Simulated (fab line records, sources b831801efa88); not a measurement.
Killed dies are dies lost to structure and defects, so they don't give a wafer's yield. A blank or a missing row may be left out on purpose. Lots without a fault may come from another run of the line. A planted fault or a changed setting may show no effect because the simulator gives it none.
fab line records | flow gf180mcu
record lots=5 wafers=15 last_day=33
route steps=602 shown STI@9 DNWELL@32 NWELL@42
lots that met no fault: from a run of the same line without faults
start_h: hours from the record's first day to the start of the lot's first wafer shown | wait_h: hours since the lot's step before | " the same as in the row above | L1.1+2: a row that stands for several wafers | - no value, or no start given | * or withheld: withheld | < > ~ a bound
route shown NAME@n: a module of which the file shows steps, and the number in the route of the first | usual: mean/standard deviation of fault-free wafers | same: alike in all rows | chamber/n: place in a boat | sites: the reading at each site | _std_site: their standard deviation | _edge_site: outer sites' mean less inner sites' | radius_mm: how far each site lies from the wafer's centre | mask NAME#n: copy n | behind: the tool/chamber that last shaped the wafer | hold: why the lot was held/for how many hours/how that ended | device: the transistor (n, p or np) that didn't switch | end of line: the same wafers' tests at the end of the route | a step without rows: its recipe alone | killed: dies lost to structure and defects at the first sort, not the wafer's yield | map: a wafer's dies, x killed, . not, _ none there
set.NAME: the setting as run; set.NAME@STEP: as run at that earlier step | model.NAME: the simulator's own value behind a step, which no gauge read
lots at some steps of the route; a table a step, a row a wafer
services: from which hour (start_h, from the record's first day; less than 0 if before it) a tool's chamber was out of use, for how many hours, and why
## steps
# step GF_STI_SOFTBAKE_08
# recipe temp_c=130 time_s=60 resist=KrF
# same time_s=60
# columns lot.wafer tool chamber start_h wait_h
L076.1+4+5 litho_track-02 0 29.36 0.1
L078.2+3+5 litho_track-03 0 39.72 0.1
L084.1+3+4 litho_track-02 0 70.11 0.1
L092.1+4+5 litho_track-02 0 110.66 0.1
L093.1+2+3 litho_track-02 0 116.76 0.1
# step GF_STI_EXPOSE_09
# recipe mask_id=COMP target_cd_nm=220 na=0.68 source_shape=conventional sigma_outer=0.6 dose_mj=28
# same sigma_outer=0.6
# columns lot.wafer tool chamber start_h wait_h mask
L076.1+4+5 krf_scanner-02 0 - - COMP#0
L078.2+3+5 krf_scanner-01 0 - - COMP#0
L084.1+3+4 krf_scanner-02 0 - - COMP#0
L092.1+4+5 krf_scanner-01 0 - - COMP#0
L093.1+2+3 krf_scanner-01 0 - - COMP#0
# step GF_STI_PEB_10
# recipe peb_temp_c=135 peb_time_s=90 resist=KrF
# same peb_time_s=90
# columns lot.wafer tool chamber start_h wait_h
L076.1+4+5 litho_track-03 0 - -
L078.2+3+5 litho_track-03 0 - -
L084.1+3+4 litho_track-02 0 - -
L092.1+4+5 litho_track-04 0 - -
L093.1+2+3 litho_track-03 0 - -
# step GF_STI_DEVELOP_11
# recipe develop_time_s=60 dev_temp_c=21
# usual developer_temp_C=21.03/0.1
# same develop_time_s=60
# columns lot.wafer tool chamber start_h wait_h developer_temp_C
L076.1 litho_track-03 0 35.75 0.2 20.98
L076.4 " 0 " " 20.96
L076.5 " 0 " " 20.87
L078.2 litho_track-03 0 45.82 0.2 20.91
L078.3 " 0 " " 21.05
L078.5 " 0 " " 20.93
L084.1 litho_track-02 0 76.46 0.2 21.17
L084.3 " 0 " " 21.24
L084.4 " 0 " " 21.09
L092.1 litho_track-04 0 117.53 0.2 20.89
L092.4 " 0 " " 21.02
L092.5 " 0 " " 20.89
L093.1 litho_track-03 0 123.85 0.2 20.87
L093.2 " 0 " " 20.99
L093.3 " 0 " " 21.02
# step GF_STI_CD_MEAS_12
# recipe target_cd_nm=220
# usual cd_nm=219.6/1.1
# columns lot.wafer tool chamber start_h wait_h cd_nm
L076.1 cd_sem-02 - 35.90 0.1 218.1
L076.4 " - " " 218.2
L076.5 " - " " 219.5
L078.2 cd_sem-01 - 45.97 0.1 219.6
L078.3 " - " " 220.1
L078.5 " - " " 219.6
L084.1 cd_sem-02 - 76.61 0.1 219.5
L084.3 " - " " 218.8
L084.4 " - " " 219.1
L092.1 cd_sem-01 - 117.68 0.1 218.0
L092.4 " - " " 218.3
L092.5 " - " " 219.0
L093.1 cd_sem-01 - 124.00 0.1 220.1
L093.2 " - " " 219.3
L093.3 " - " " 220.1
# step GF_STI_ETCH_13
# recipe chemistry=CHF3/O2 stop_on=Si over_etch_frac=0.3 target_depth_a=2823.1 source_w=600 bias_w=200 pressure_mtorr=40 chf3_flow_sccm=50 O2_flow_sccm=5 time_s=112.9
# usual bias_w=200.0/0.58 chamber_pressure_mTorr=40.00/0.035 drypump_motor_current_A=5.5/0.49 oes_product_au=0.833/0.0063 throttle_valve_pct=8.811/0.0091
# same time_s=112.9
# columns lot.wafer tool chamber start_h wait_h bias_w chamber_pressure_mTorr drypump_motor_current_A oes_product_au rf_hours_counter_h throttle_valve_pct
L076.1 rie_diel-02 2 36.02 0.1 200.3 39.97 5.7 0.833 123 8.828
L076.4 " 3 " " 199.4 40.01 4.6 0.840 - 8.803
L076.5 " 2 " " 200.0 40.06 5.7 0.837 - 8.812
L078.2 rie_diel-03 2 46.07 0.1 201.3 40.00 4.6 0.822 78 8.797
L078.3 " 1 " " 201.3 40.03 5.4 0.839 157 8.802
L078.5 " 0 " " 199.9 39.98 6.1 0.834 - 8.806
L084.1 rie_diel-03 2 76.73 0.1 200.4 40.02 4.6 0.827 78 8.805
L084.3 " 3 " " 199.3 39.99 5.4 0.833 45 8.808
L084.4 " 1 " " 199.9 39.99 5.4 0.836 158 8.809
L092.1 rie_diel-02 2 117.80 0.1 200.6 39.97 5.7 0.844 125 8.806
L092.4 " 3 " " 199.9 39.97 4.6 0.845 132 8.825
L092.5 " 3 " " 200.1 39.99 4.6 0.836 - 8.803
L093.1 rie_diel-01 3 124.12 0.1 199.7 39.97 5.5 0.828 95 8.802
L093.2 " 0 " " 199.4 40.01 4.7 0.828 3 8.812
L093.3 " 2 " " 200.5 40.01 5.9 0.825 63 8.815
# step GF_STI_ETCH_14
# recipe target=Si chemistry=HBr/Cl2/O2 target_depth_nm=360 icp_w=600 bias_w=150 pressure_mtorr=15 HBr_flow_sccm=150 Cl2_flow_sccm=40 O2_flow_sccm=6 time_s=102.9
# usual bias_w=150.0/0.48 chamber_pressure_mTorr=15.000/0.014 drypump_motor_current_A=5.7/0.57 oes_product_au=1.002/0.011 throttle_valve_pct=25.655/0.011
# same time_s=102.9
# columns lot.wafer tool chamber start_h wait_h bias_w chamber_pressure_mTorr drypump_motor_current_A oes_product_au rf_hours_counter_h throttle_valve_pct
L076.1 rie_si-02 3 36.10 0.0 150.4 14.988 4.9 1.009 2 25.663
L076.4 " 2 " " 149.2 15.011 6.1 1.003 29 25.669
L076.5 " 0 " " 149.9 15.008 6.2 1.005 - 25.656
L078.2 rie_si-01 3 46.15 0.0 148.9 15.021 5.6 1.006 3 25.651
L078.3 " 0 " " 149.6 14.995 5.7 1.009 24 25.666
L078.5 " 0 " " 149.9 15.025 5.7 1.020 - 25.648
L084.1 rie_si-01 0 76.81 0.0 149.9 15.008 5.8 1.009 24 25.661
L084.3 " 3 " " 149.4 15.017 5.6 0.994 3 25.653
L084.4 " 2 " " 149.7 14.992 6.5 1.009 58 25.655
L092.1 rie_si-02 1 117.88 0.0 149.9 15.011 5.1 1.002 64 25.676
L092.4 " 2 " " 149.3 15.012 6.1 0.988 30 25.665
L092.5 " 2 " " 150.5 14.988 6.1 0.996 - 25.657
L093.1 rie_si-01 0 124.20 0.0 149.8 15.036 5.8 1.028 25 25.641
L093.2 " 2 " " 149.3 14.985 6.5 1.010 59 25.654
L093.3 " 1 " " 150.1 14.981 4.9 0.996 0 25.665
# step GF_STI_STRIP_15
# recipe chemistry=O2/N2 power_w=1400 pressure_mtorr=1500 platen_temp_c=250 o2_flow_sccm=3000 n2_flow_sccm=300 overash_fraction=0.5
# usual chamber_pressure_mTorr=1500.0/1.4 drypump_motor_current_A=5.5/0.31 heater_power_w=327/30 oes_product_au=0.383/0.005 strip_time_to_endpoint_s=3.73/0.044
# columns lot.wafer tool chamber start_h wait_h chamber_pressure_mTorr drypump_motor_current_A heater_power_w oes_product_au rf_hours_counter_h strip_time_to_endpoint_s
L076.1 plasma_asher-01 0 36.17 0.0 1500.5 5.6 357 0.391 38 3.75
L076.4 " 0 " " 1499.2 5.6 370 0.389 - 3.76
L076.5 " 1 " " 1497.9 5.8 372 0.384 - 3.76
L078.2 plasma_asher-01 1 46.22 0.0 1502.4 5.7 350 0.386 39 3.76
L078.3 " 1 " " 1501.8 5.7 369 0.373 - 3.75
L078.5 " 1 " " 1500.1 5.7 368 0.383 - 3.65
L084.1 plasma_asher-01 1 76.89 0.0 1498.2 5.7 365 0.381 42 3.77
L084.3 " 0 " " 1499.4 5.6 361 0.381 - 3.75
L084.4 " 1 " " 1500.2 5.7 359 0.386 - 3.78
L092.1 plasma_asher-03 0 117.96 0.0 1499.8 4.8 286 0.380 32 3.76
L092.4 " 0 " " 1501.2 4.8 286 0.376 - 3.73
L092.5 " 1 " " 1501.2 5.3 327 0.384 - 3.70
L093.1 plasma_asher-01 1 124.27 0.0 1497.0 5.7 365 0.375 47 3.68
L093.2 " 0 " " 1498.7 5.6 349 0.378 47 3.70
L093.3 " 0 " " 1499.6 5.6 362 0.384 - 3.67
# step GF_STI_CLEAN_16
# recipe chemistry=dHF time_s=25 dilution=100:1
# same time_s=25
# columns lot.wafer tool chamber start_h wait_h
L076.1+4+5 wet_bench-02 3 36.27 0.1
L078.2+3+5 wet_bench-04 3 46.32 0.1
L084.1+3+4 wet_bench-04 2 76.99 0.1
L092.1+4+5 wet_bench-04 2 118.06 0.1
L093.1+2+3 wet_bench-04 1 124.37 0.1
# step GF_STI_WET_ETCH_17
# recipe chemistry=H3PO4 target_depth_nm=45 temp_c=160 target=Si3N4 time_s=514
# same time_s=514
# columns lot.wafer tool chamber start_h wait_h
L076.1+4+5 wet_bench-04 3 36.29 0.0
L078.2+3+5 wet_bench-01 1 46.34 0.0
L084.1+3+4 wet_bench-02 3 77.00 0.0
L092.1+4+5 wet_bench-02 0 118.07 0.0
L093.1+2+3 wet_bench-02 0 124.39 0.0
# step GF_STI_CLEAN_18
# recipe chemistry=SC1/SC2 mix=1:4:20 temp_c=70 time_s=150
# same time_s=150
# columns lot.wafer tool chamber start_h wait_h
L076.1+4+5 wet_bench-02 2 36.44 0.0
L078.2+3+5 wet_bench-02 2 46.49 0.0
L084.1+3+4 wet_bench-04 1 77.31 0.0
L092.1+4+5 wet_bench-04 1 118.22 0.0
L093.1+2+3 wet_bench-01 1 124.54 0.0
# step GF_STI_CLEAN_19
# recipe chemistry=dHF time_s=20 dilution=100:1
# same time_s=20
# columns lot.wafer tool chamber start_h wait_h
L076.1+4+5 wet_bench-01 0 36.49 0.0
L078.2+3+5 wet_bench-04 1 46.54 0.0
L084.1+3+4 wet_bench-02 3 77.36 0.0
L092.1+4+5 wet_bench-01 2 118.27 0.0
L093.1+2+3 wet_bench-04 3 124.59 0.0
# step GF_STI_WET_ETCH_20
# recipe chemistry=dHF dilution=100:1 target_depth_nm=20 temp_c=25 dry=ipa_marangoni target=SiO2 time_s=400
# same time_s=400
# columns lot.wafer tool chamber start_h wait_h
L076.1+4+5 wet_bench-04 2 36.51 0.0
L078.2+3+5 wet_bench-01 3 46.55 0.0
L084.1+3+4 wet_bench-01 1 77.39 0.0
L092.1+4+5 wet_bench-02 3 118.29 0.0
L093.1+2+3 wet_bench-02 0 124.60 0.0
# step GF_STI_OXIDATION_21
# recipe temp_c=1000 ambient=O2 stabilise_s=600 purge_s=300 target_thk_a=150 ox_time_s=458
# usual ox_temp_c=1000.0/0.42 tube_center_temp_C_max=1002.6/0.4
# columns lot.wafer tool chamber start_h wait_h ox_temp_c tube_center_temp_C_max
L076.1 furnace-01 0 37.02 0.4 1000.6 1001.6
L076.4 " 0 " " 1000.4 1002.4
L076.5 " 0 " " 1000.0 1002.7
L078.2 furnace-02 0 47.51 0.8 1000.1 1002.5
L078.3 " 0 " " 999.9 1002.6
L078.5 " 0 " " 1000.3 1003.2
L084.1 furnace-01 0 77.51 0.0 999.5 1002.9
L084.3 " 0 " " 1000.2 1002.7
L084.4 " 0 " " 1000.2 1002.3
L092.1 furnace-02 0 118.41 0.0 1000.7 1003.1
L092.4 " 0 " " 1000.7 1002.0
L092.5 " 0 " " 1000.6 1002.4
L093.1 furnace-02 0 124.72 0.0 1000.8 1002.3
L093.2 " 0 " " 1000.3 1003.1
L093.3 " 0 " " 1000.1 1003.0
# step GF_STI_THK_MEAS_22
# recipe reads=SiO2_of_STI_OXIDATION_21
# usual STI_OXIDATION_01_THK=15.04/0.28
# columns lot.wafer tool chamber start_h wait_h STI_OXIDATION_01_THK[nm]
L076.1 film_metro-02 - 38.15 0.0 14.79
L076.4 " - " " 14.90
L076.5 " - " " 14.81
L078.2 film_metro-04 - 48.64 0.0 15.75
L078.3 " - " " 15.48
L078.5 " - " " 15.77
L084.1 film_metro-02 - 78.63 0.0 15.19
L084.3 " - " " 15.27
L084.4 " - " " 15.13
L092.1 film_metro-02 - 119.53 0.0 15.30
L092.4 " - " " 15.49
L092.5 " - " " 15.37
L093.1 film_metro-01 - 125.85 0.0 14.66
L093.2 " - " " 14.64
L093.3 " - " " 14.92
# step GF_STI_CVD_23
# recipe material=SiO2 target_thk_nm=650 sigma_open_frac=0.3 time_s=108.3 temp_c=600 sih4_flow_sccm=60 pressure_mtorr=6
# usual susceptor_temp_C=600.00/0.28
# same time_s=108.3
# columns lot.wafer tool chamber start_h wait_h susceptor_temp_C
L076.1 hdpcvd-02 0 38.21 0.1 600.32
L076.4 " 2 " " 599.94
L076.5 " 0 " " 600.15
L078.2 hdpcvd-01 2 48.69 0.0 599.70
L078.3 " 0 " " 600.10
L078.5 " 1 " " 600.51
L084.1 hdpcvd-01 1 78.69 0.1 599.94
L084.3 " 0 " " 599.97
L084.4 " 0 " " 600.62
L092.1 hdpcvd-01 1 119.59 0.1 600.12
L092.4 " 0 " " 599.90
L092.5 " 1 " " 600.17
L093.1 hdpcvd-01 1 125.91 0.1 599.51
L093.2 " 2 " " 600.12
L093.3 " 0 " " 600.41
# step GF_STI_THK_MEAS_24
# recipe reads=SiO2_of_STI_CVD_23
# usual STI_CVD_23_THK=651/6.7
# columns lot.wafer tool chamber start_h wait_h STI_CVD_23_THK[nm]
L076.1 film_metro-02 - 38.29 0.0 655
L076.4 " - " " 650
L076.5 " - " " 653
L078.2 film_metro-02 - 48.78 0.0 655
L078.3 " - " " 659
L078.5 " - " " 646
L084.1 film_metro-01 - 78.77 0.0 644
L084.3 " - " " 654
L084.4 " - " " 656
L092.1 film_metro-01 - 119.67 0.0 643
L092.4 " - " " 650
L092.5 " - " " 647
L093.1 film_metro-04 - 125.98 0.0 651
L093.2 " - " " 643
L093.3 " - " " 650
# step GF_STI_CMP_25
# recipe stop_on=Si3N4 t_overpolish_s=33 down_force_psi=4 platen_rpm=60 target_thk_nm=524.6 pad_velocity_m_s=0.94248
# usual motor_current_A=12.0/1.4 overpolish_run_s=33.000/0.0092 time_to_endpoint_s=124/3.6
# columns lot.wafer tool chamber start_h wait_h motor_current_A overpolish_run_s time_to_endpoint_s
L076.4 cmp-02 3 38.40 0.1 12.1 32.998 126
L076.1 " 0 " " 13.8 33.003 127
L076.5 " 3 " " 12.2 33.012 127
L078.3 cmp-01 0 48.88 0.1 12.6 33.000 130
L078.2 " 2 " " 11.3 33.007 123
L078.5 " 3 " " 11.8 32.994 121
L084.3 cmp-01 2 78.88 0.1 10.7 33.004 127
L084.4 " 3 " " 12.3 32.990 125
L084.1 " 0 " " 12.8 32.993 133
L092.1 cmp-02 1 119.73 0.1 12.7 32.992 122
L092.4 " 2 " " 12.2 32.995 125
L092.5 " 1 " " 12.8 33.008 119
L093.1 cmp-01 2 126.04 0.1 11.2 33.003 123
L093.3 " 3 " " 12.0 32.988 125
L093.2 " 0 " " 12.1 32.982 131
# step GF_STI_WET_ETCH_26
# recipe chemistry=dHF target_depth_nm=94 target=SiO2 temp_c=25 dilution=10:1 time_s=188
# same time_s=188
# columns lot.wafer tool chamber start_h wait_h
L076.1+4+5 wet_bench-02 2 38.65 0.1
L078.2+3+5 wet_bench-01 0 49.13 0.1
L084.1+3+4 wet_bench-04 0 79.13 0.1
L092.1+4+5 wet_bench-01 3 120.03 0.2
L093.1+2+3 wet_bench-04 0 126.34 0.2
# step GF_STI_WET_ETCH_27
# recipe chemistry=H3PO4 target_depth_nm=160 target=Si3N4 temp_c=160 time_s=1825
# same time_s=1825
# columns lot.wafer tool chamber start_h wait_h
L076.1+4+5 wet_bench-04 3 38.71 0.0
L078.2+3+5 wet_bench-02 2 49.19 0.0
L084.1+3+4 wet_bench-01 0 79.20 0.0
L092.1+4+5 wet_bench-04 1 120.09 0.0
L093.1+2+3 wet_bench-02 0 126.40 0.0
# step GF_STI_WET_ETCH_28
# recipe chemistry=dHF target_depth_nm=20 dry=ipa_marangoni target=SiO2 temp_c=25 dilution=10:1 time_s=40
# same time_s=40
# columns lot.wafer tool chamber start_h wait_h
L076.1+4+5 wet_bench-01 2 39.23 0.0
L078.2+3+5 wet_bench-01 2 49.71 0.0
L084.1+3+4 wet_bench-02 3 79.71 0.0
L092.1+4+5 wet_bench-02 2 120.61 0.0
L093.1+2+3 wet_bench-04 1 126.92 0.0
# step GF_STI_OXIDATION_29
# recipe temp_c=900 ambient=O2 stabilise_s=600 purge_s=300 target_thk_a=100 ox_time_s=1418
# usual ox_temp_c=900.0/0.45 tube_center_temp_C_max=902.4/0.41
# columns lot.wafer tool chamber start_h wait_h ox_temp_c tube_center_temp_C_max
L076.1 furnace-01 0 39.25 0.0 899.9 902.7
L076.4 " 0 " " 899.2 902.5
L076.5 " 0 " " 899.6 902.4
L078.2 furnace-01 0 49.73 0.0 900.3 903.3
L078.3 " 0 " " 900.0 901.8
L078.5 " 0 " " 899.7 902.0
L084.1 furnace-02 0 79.75 0.0 900.3 903.2
L084.3 " 0 " " 900.4 902.4
L084.4 " 0 " " 899.8 901.9
L092.1 furnace-02 0 121.27 0.6 900.0 902.5
L092.4 " 0 " " 899.8 902.3
L092.5 " 0 " " 899.6 902.9
L093.1 furnace-02 0 126.94 0.0 900.0 902.0
L093.2 " 0 " " 899.3 902.1
L093.3 " 0 " " 900.0 902.0
# step GF_STI_THK_MEAS_30
# recipe reads=SiO2_of_STI_OXIDATION_29
# usual STI_OXIDATION_02_THK=10.00/0.18
# columns lot.wafer tool chamber start_h wait_h STI_OXIDATION_02_THK[nm]
L076.1 film_metro-04 - 40.64 0.0 10.09
L076.4 " - " " 9.93
L076.5 " - " " 9.91
L078.2 film_metro-01 - 51.13 0.0 9.94
L078.3 " - " " 9.83
L078.5 " - " " 9.77
L084.1 film_metro-02 - 81.15 0.0 10.20
L084.3 " - " " 10.16
L084.4 " - " " 10.21
L092.1 film_metro-02 - 122.67 0.0 9.99
L092.4 " - " " 10.01
L092.5 " - " " 10.06
L093.1 film_metro-04 - 128.33 0.0 9.57
L093.2 " - " " 9.79
L093.3 " - " " 9.62
# step GF_DNWELL_DEHYDRATE_00
# recipe temp_c=200 time_s=60
# same time_s=60
# columns lot.wafer tool chamber start_h wait_h
L076.1+4+5 litho_track-02 0 46.56 5.9
L078.2+3+5 litho_track-04 0 56.56 5.4
L084.1+3+4 litho_track-02 0 86.81 5.7
L092.1+4+5 litho_track-04 0 129.58 6.9
L093.1+2+3 litho_track-04 0 135.13 6.8
# step GF_DNWELL_HMDS_01
# recipe prime_time_s=60 prime_temp_c=120
# same prime_time_s=60
# columns lot.wafer tool chamber start_h wait_h
L076.1+4+5 litho_track-02 0 46.71 0.1
L078.2+3+5 litho_track-04 0 56.71 0.1
L084.1+3+4 litho_track-02 0 86.96 0.1
L092.1+4+5 litho_track-04 0 129.73 0.1
L093.1+2+3 litho_track-04 0 135.28 0.1
# step GF_DNWELL_COAT_02
# recipe spin_rpm=2000 resist_thk_nm=3000
# columns lot.wafer tool chamber start_h wait_h
L076.1+4+5 litho_track-02 0 46.86 0.1
L078.2+3+5 litho_track-04 0 56.86 0.1
L084.1+3+4 litho_track-02 0 87.11 0.1
L092.1+4+5 litho_track-04 0 129.88 0.1
L093.1+2+3 litho_track-04 0 135.43 0.1
# step GF_DNWELL_SOFTBAKE_03
# recipe temp_c=110 time_s=withheld
# columns lot.wafer tool chamber start_h wait_h
L076.1+4+5 litho_track-02 0 47.01 0.1
L078.2+3+5 litho_track-04 0 57.02 0.1
L084.1+3+4 litho_track-02 0 87.26 0.1
L092.1+4+5 litho_track-04 0 130.03 0.1
L093.1+2+3 litho_track-04 0 135.58 0.1
# step GF_DNWELL_EXPOSE_04
# recipe mask_id=DNWELL target_cd_nm=1700 na=0.6 source_shape=conventional sigma_outer=0.6 dose_mj=260
# same sigma_outer=0.6
# columns lot.wafer tool chamber start_h wait_h mask
L076.1+4+5 iline_stepper-02 0 - - DNWELL#0
L078.2+3+5 iline_stepper-02 0 - - DNWELL#0
L084.1+3+4 iline_stepper-01 0 - - DNWELL#0
L092.1+4+5 iline_stepper-01 0 - - DNWELL#0
L093.1+2+3 iline_stepper-02 0 - - DNWELL#0
# step GF_DNWELL_PEB_05
# recipe temp_c=115 time_s=withheld
# columns lot.wafer tool chamber start_h wait_h
L076.1+4+5 litho_track-01 0 - -
L078.2+3+5 litho_track-04 0 - -
L084.1+3+4 litho_track-01 0 - -
L092.1+4+5 litho_track-02 0 - -
L093.1+2+3 litho_track-02 0 - -
# step GF_DNWELL_DEVELOP_06
# recipe wall_angle_deg=90 develop_time_s=60 dev_temp_c=23
# usual developer_temp_C=23.01/0.11
# same develop_time_s=60
# columns lot.wafer tool chamber start_h wait_h developer_temp_C
L076.1 litho_track-01 0 - - 23.08
L076.4 " 0 " " 23.11
L076.5 " 0 " " 23.24
L078.2 litho_track-04 0 - - 23.11
L078.3 " 0 " " 22.86
L078.5 " 0 " " 23.13
L084.1 litho_track-01 0 - - 22.93
L084.3 " 0 " " 23.04
L084.4 " 0 " " 23.12
L092.1 litho_track-02 0 - - 22.85
L092.4 " 0 " " 22.99
L092.5 " 0 " " 22.97
L093.1 litho_track-02 0 - - 23.03
L093.2 " 0 " " 23.12
L093.3 " 0 " " 23.07
# step GF_DNWELL_IMPLANT_07
# recipe species=P energy_kev=1500 dose_cm2=1e+13 tilt_deg=0
# usual beam_energy_keV=1500.0/0.48
# columns lot.wafer tool chamber start_h wait_h beam_energy_keV
L076.1 implanter-03 0 53.70 - 1500.7
L076.4 " 0 " " 1500.3
L076.5 " 0 " " 1501.0
L078.2 implanter-02 0 64.21 - 1499.5
L078.3 " 0 " " 1500.2
L078.5 " 0 " " 1500.1
L084.1 implanter-04 0 93.80 - 1499.4
L084.3 " 0 " " 1499.3
L084.4 " 0 " " 1499.3
L092.1 implanter-03 0 137.66 - 1499.4
L092.4 " 0 " " 1499.8
L092.5 " 0 " " 1500.2
L093.1 implanter-02 0 143.01 - 1499.9
L093.2 " 0 " " 1499.5
L093.3 " 0 " " 1499.7
# step GF_DNWELL_STRIP_08
# recipe chemistry=O2/N2 power_w=1400 pressure_mtorr=1500 platen_temp_c=250 o2_flow_sccm=3000 n2_flow_sccm=300 overash_fraction=0.5
# usual chamber_pressure_mTorr=1500.1/1.3 drypump_motor_current_A=5.4/0.48 heater_power_w=326/36 oes_product_au=0.722/0.0045 strip_time_to_endpoint_s=36.96/0.089
# columns lot.wafer tool chamber start_h wait_h chamber_pressure_mTorr drypump_motor_current_A heater_power_w oes_product_au rf_hours_counter_h strip_time_to_endpoint_s
L076.1 plasma_asher-03 1 53.85 0.1 1499.9 5.3 321 0.724 25 36.78
L076.4 " 0 " " 1499.6 4.8 284 0.725 - 36.83
L076.5 " 1 " " 1499.6 5.3 324 0.719 - 36.68
L078.2 plasma_asher-04 1 64.33 0.1 1501.6 6.3 278 0.718 41 36.94
L078.3 " 1 " " 1499.9 6.3 288 0.719 - 36.86
L078.5 " 0 " " 1501.6 5.3 364 0.728 - 36.94
L084.1 plasma_asher-03 1 93.95 0.1 1499.8 5.3 320 0.716 29 36.84
L084.3 " 1 " " 1499.3 5.4 317 0.717 - 36.84
L084.4 " 0 " " 1498.7 4.8 282 0.732 - 36.98
L092.1 plasma_asher-03 0 137.81 0.1 1502.5 4.8 275 0.724 34 37.00
L092.4 " 1 " " 1499.5 5.3 325 0.725 - 37.02
L092.5 " 1 " " 1497.8 5.3 327 0.728 - 36.99
L093.1 plasma_asher-01 0 143.16 0.1 1498.8 5.6 365 0.722 50 36.96
L093.2 " 1 " " 1501.4 5.7 359 0.731 50 36.98
L093.3 " 0 " " 1499.0 5.6 363 0.719 - 36.94
# step GF_DNWELL_TW_MEAS_09
# usual DNWELL_TW=1350/11
# columns lot.wafer tool chamber start_h wait_h DNWELL_TW
L076.1 film_metro-03 - 53.95 0.1 1353
L076.4 " - " " 1363
L076.5 " - " " 1350
L078.2 film_metro-04 - 64.44 0.1 1360
L078.3 " - " " 1356
L078.5 " - " " 1352
L084.1 film_metro-03 - 94.05 0.1 1353
L084.3 " - " " 1339
L084.4 " - " " 1345
L092.1 film_metro-04 - 137.91 0.1 1353
L092.4 " - " " 1355
L092.5 " - " " 1353
L093.1 film_metro-04 - 143.26 0.1 1364
L093.2 " - " " 1366
L093.3 " - " " 1370
# step GF_NWELL_DEHYDRATE_00
# recipe temp_c=200 time_s=60
# same time_s=60
# columns lot.wafer tool chamber start_h wait_h
L076.1+4+5 litho_track-03 0 59.95 6.0
L078.2+3+5 litho_track-02 0 70.59 6.1
L084.1+3+4 litho_track-02 0 100.66 6.6
L092.1+4+5 litho_track-02 0 144.56 6.6
L093.1+2+3 litho_track-03 0 150.25 7.0
# step GF_NWELL_HMDS_01
# recipe prime_time_s=60 prime_temp_c=120
# same prime_time_s=60
# columns lot.wafer tool chamber start_h wait_h
L076.1+4+5 litho_track-03 0 60.10 0.1
L078.2+3+5 litho_track-02 0 70.74 0.1
L084.1+3+4 litho_track-02 0 100.81 0.1
L092.1+4+5 litho_track-02 0 144.71 0.1
L093.1+2+3 litho_track-03 0 150.40 0.1
# step GF_NWELL_COAT_02
# recipe spin_rpm=2000 resist_thk_nm=3000
# columns lot.wafer tool chamber start_h wait_h
L076.1+4+5 litho_track-03 0 60.25 0.1
L078.2+3+5 litho_track-02 0 70.89 0.1
L084.1+3+4 litho_track-02 0 100.96 0.1
L092.1+4+5 litho_track-02 0 144.86 0.1
L093.1+2+3 litho_track-03 0 150.55 0.1
# step GF_NWELL_SOFTBAKE_03
# recipe temp_c=110 time_s=withheld
# columns lot.wafer tool chamber start_h wait_h
L076.1+4+5 litho_track-03 0 60.40 0.1
L078.2+3+5 litho_track-02 0 71.05 0.1
L084.1+3+4 litho_track-02 0 101.11 0.1
L092.1+4+5 litho_track-02 0 145.01 0.1
L093.1+2+3 litho_track-03 0 150.70 0.1
# step GF_NWELL_EXPOSE_04
# recipe mask_id=Nwell target_cd_nm=860 na=0.6 source_shape=conventional sigma_outer=0.6 dose_mj=260
# same sigma_outer=0.6
# columns lot.wafer tool chamber start_h wait_h mask
L076.1+4+5 iline_stepper-02 0 - - Nwell#0
L078.2+3+5 iline_stepper-01 0 - - Nwell#0
L084.1+3+4 iline_stepper-01 0 - - Nwell#0
L092.1+4+5 iline_stepper-02 0 - - Nwell#0
L093.1+2+3 iline_stepper-02 0 - - Nwell#0
# step GF_NWELL_PEB_05
# recipe temp_c=115 time_s=withheld
# columns lot.wafer tool chamber start_h wait_h
L076.1+4+5 litho_track-02 0 - -
L078.2+3+5 litho_track-01 0 - -
L084.1+3+4 litho_track-02 0 - -
L092.1+4+5 litho_track-01 0 - -
L093.1+2+3 litho_track-01 0 - -
# step GF_NWELL_DEVELOP_06
# recipe wall_angle_deg=90 develop_time_s=60 dev_temp_c=23
# usual developer_temp_C=22.97/0.1
# same develop_time_s=60
# columns lot.wafer tool chamber start_h wait_h developer_temp_C
L076.1 litho_track-02 0 - - 22.98
L076.4 " 0 " " 23.18
L076.5 " 0 " " 23.01
L078.2 litho_track-01 0 - - 23.07
L078.3 " 0 " " 22.92
L078.5 " 0 " " 23.06
L084.1 litho_track-02 0 - - 22.98
L084.3 " 0 " " 22.85
L084.4 " 0 " " 23.02
L092.1 litho_track-01 0 - - 23.02
L092.4 " 0 " " 23.11
L092.5 " 0 " " 23.04
L093.1 litho_track-01 0 - - 23.07
L093.2 " 0 " " 22.95
L093.3 " 0 " " 23.01
# step GF_NWELL_OVL_MEAS_07
# usual NWELL_OVL=-1.2/1.8
# columns lot.wafer tool chamber start_h wait_h NWELL_OVL[nm]
L076.1 overlay-01 - 67.81 - -0.7
L076.4 " - " " -4.0
L076.5 " - " " -1.6
L078.2 overlay-02 - 77.41 - -1.8
L078.3 " - " " -0.6
L078.5 " - " " -0.2
L084.1 overlay-02 - 107.86 - 0.3
L084.3 " - " " 0.4
L084.4 " - " " -0.8
L092.1 overlay-02 - 152.85 - -2.1
L092.4 " - " " 0.5
L092.5 " - " " 0.6
L093.1 overlay-01 - 158.60 - -0.7
L093.2 " - " " -0.9
L093.3 " - " " -4.1
## services
# columns tool chamber start_h hours kind
furnace-02 - 5.56 4.4 pm
wet_bench-04 - 18.20 3.2 repair
iline_stepper-02 - 19.17 7.9 repair
cmp-01 - 41.93 1.1 repair
furnace-01 - 42.04 2.4 pm
cmp-01 - 64.89 1.2 repair
iline_stepper-01 - 71.85 3.9 repair
iline_stepper-01 - 75.73 1.7 pm
iline_stepper-01 - 79.30 3.1 repair
krf_scanner-01 - 80.33 0.8 pm
rie_si-01 - 81.61 1.6 repair
hdpcvd-01 1 87.17 7.1 repair
iline_stepper-02 - 98.80 1.7 pm
cmp-01 - 108.27 1.9 repair
krf_scanner-01 - 118.69 1.3 pm
hdpcvd-01 - 122.28 1.5 repair
krf_scanner-01 - 124.61 1.0 pm
krf_scanner-01 - 136.18 36.0 pm
cmp-01 - 138.08 2.0 repair
furnace-02 - 146.69 3.2 pm
plasma_asher-01 - 147.96 3.3 repair
wet_bench-04 - 151.48 0.6 repair
furnace-01 - 154.85 4.2 pm
wet_bench-04 - 156.97 0.7 repair
## key
fault none
